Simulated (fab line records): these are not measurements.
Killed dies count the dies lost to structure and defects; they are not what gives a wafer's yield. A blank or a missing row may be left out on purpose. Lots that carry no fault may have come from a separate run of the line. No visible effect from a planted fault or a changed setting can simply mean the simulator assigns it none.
8D (eight disciplines) problem report, filled in by code || flow sky130 || the parts of the form that need people (team, actions taken, sign-off) are left out

1. THE ISSUE
Mean of beam energy keV at SKY_VT_ADJUST_HVTP_IMPLANT_09: 157.26 across 6 wafers in 2 lots; on wafers with no fault it is 150.00 (standard deviation 0.042). That is +99 or more standard deviations from the usual mean.
Earliest sighting: wafer L669.2 on implanter-02 at day 7 13:45. Wafers with a number at this step in the record: 18, from 6 lots. Rule for "out", or "out of limits": more than 4 standard deviations from the usual mean. The other wafers with a number count as sound.

2. WHAT IT IS AND WHAT IT IS NOT
{"question": "which readings at this step", "is": "beam energy keV", "is not": "end station pressure torr"}
{"question": "which lots", "is": "L669, L670", "is not": "L676, L680, L684, L685"}
{"question": "which wafers of those lots", "is": "all that have a number", "is not": "-"}
{"question": "read on which tools", "is": "implanter-02", "is not": "implanter-03, implanter-04"}
{"question": "when", "is": "from day 7 13:45", "is not": "up to then (0 sound wafers); but 12 sound wafers of L676, L680, L684, L685 came after"}

3. WHAT RULES OUT EACH SUSPECT
Counting: a tool at a process step up to the reading stays a suspect if it ran every lot that is out and no sound lot after the first of them.
- implanter-02 at SKY_VT_ADJUST_HVTP_IMPLANT_09: ruled out as a lasting fault. After its first lot that is out, L669 (day 7 13:45), sound lots L684 ran on it.
Left after counting: nothing in the record.

4. THE CAUSE (what the simulator had put in)
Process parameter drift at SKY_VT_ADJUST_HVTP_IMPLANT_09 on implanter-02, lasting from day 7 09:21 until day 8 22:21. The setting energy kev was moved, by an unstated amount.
Counting ruled it out, wrongly.

5. SEQUENCE OF EFFECTS, ordered by route
Each row: a reading where the mean over the struck wafers with a number is more than 3 standard deviations away from the usual. Readings are gone through only where the record gives a usual standard deviation; hours: the median, over the lots, of the time from a lot's start at the first step in this table giving one to that lot's start at this step; sigmas: the change measured in usual standard deviations.
{"hours": 0, "step": "SKY_VT_ADJUST_HVTP_IMPLANT_09", "reading": "beam energy keV", "usual": 150.00, "on struck wafers": 157.26, "change": "+7.26", "sigmas": "+99 or more"}
The process steps in it:
- SKY_VT_ADJUST_HVTP_IMPLANT_09

6. WHAT WOULD HAVE CAUGHT IT SOONER
4 hours passed between the start of the fault at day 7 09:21 and the first reading out of limits in this record, taken at day 7 13:45.
